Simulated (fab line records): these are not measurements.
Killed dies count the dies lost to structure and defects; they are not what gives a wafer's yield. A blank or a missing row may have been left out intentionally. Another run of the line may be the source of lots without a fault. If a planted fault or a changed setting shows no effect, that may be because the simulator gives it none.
Which tool is to blame? | flow gf180mcu | 12 lots with 36 wafers sampled at 3 steps, on a route of 602 steps

WHAT EACH GAUGE READ, for each wafer
GF_V4_CD_MEAS_14: the cd target is 260 nm.
lot  | measured     | on        | cd-nm (nm)
L075 | day 24 11:14 | cd-sem-01 | 259.3 259.4 259.3
L077 | day 25 08:32 | cd-sem-01 | 262.2 260.8 261.9
L079 | day 25 20:14 | cd-sem-02 | 260.5 259.6 260.1
L081 | day 26 20:51 | cd-sem-01 | 259.8 261.0 261.1
L083 | day 27 08:19 | cd-sem-02 | 260.7 260.3 259.7
L085 | day 28 07:51 | cd-sem-02 | 259.6 260.8 260.5
L087 | day 28 18:25 | cd-sem-01 | 260.3 261.1 261.6
L090 | day 29 13:46 | cd-sem-02 | 259.1 259.1 260.0
L091 | day 29 21:17 | cd-sem-02 | 261.1 262.6 261.4
L093 | day 30 06:31 | cd-sem-01 | 261.8 260.8 261.3
L095 | day 31 02:53 | cd-sem-01 | 260.4 261.1 259.3
L097 | day 31 12:22 | cd-sem-02 | 259.5 258.9 261.2

EACH LOT AND THE TOOL THAT RAN IT (in order: tool; ch and the chambers of the sampled wafers; start)
lot  | GF_V3_CMP_26                  | GF_M4_SPUTTER_04
L075 | cmp-01 ch 0,1,3, day 22 12:53 | pvd-sputter-01, day 22 13:19
L077 | cmp-01 ch 0,2,3, day 23 09:33 | pvd-sputter-01, day 23 09:59
L079 | cmp-02 ch 0,1,2, day 24 00:36 | pvd-sputter-01, day 24 01:05
L081 | cmp-01 ch 1,2, day 25 00:23   | pvd-sputter-04, day 25 00:52
L083 | cmp-02 ch 0,1,2, day 25 12:51 | pvd-sputter-02, day 25 13:20
L085 | cmp-01 ch 1,2,3, day 26 14:07 | pvd-sputter-01, day 26 14:35
L087 | cmp-02 ch 0,3, day 27 00:54   | pvd-sputter-04, day 27 01:20
L090 | cmp-02 ch 1,2, day 27 20:47   | pvd-sputter-02, day 27 21:16
L091 | cmp-02 ch 1,2,3, day 28 05:36 | pvd-sputter-04, day 28 06:05
L093 | cmp-01 ch 1,2,3, day 28 14:19 | pvd-sputter-01, day 28 14:47
L095 | cmp-02 ch 0,1,2, day 29 13:01 | pvd-sputter-02, day 29 13:30
L097 | cmp-02 ch 1,3, day 29 22:20   | pvd-sputter-04, day 29 22:49
- GF_V3_CMP_26: polishes, stops on SiO2, t overpolish 15 s, target thk 0 nm.
- GF_M4_SPUTTER_04: material TiN, target thk 50 nm, time 41.7 s.

THE ANSWER, worked out from the rows above alone
Rule: usual is defined by the lots themselves. The widest of any qualifying gaps counts: lots, ordered by their means at a reading, are off when they make up no more than a third of the lots, leave a main group of 4 or more, and stand apart from it by 3 or more times the standard deviation of that group's means. A main group whose means are all the same, to the digits that the tables above print for the reading, isn't used. Also off: a lot with no number at a reading for which 4 or more lots have one. The other lots that the step has rows for count as sound.
Across all readings shown, no lot is off: no conclusion can be drawn from this.

WHAT THE SIMULATOR HAD INSERTED
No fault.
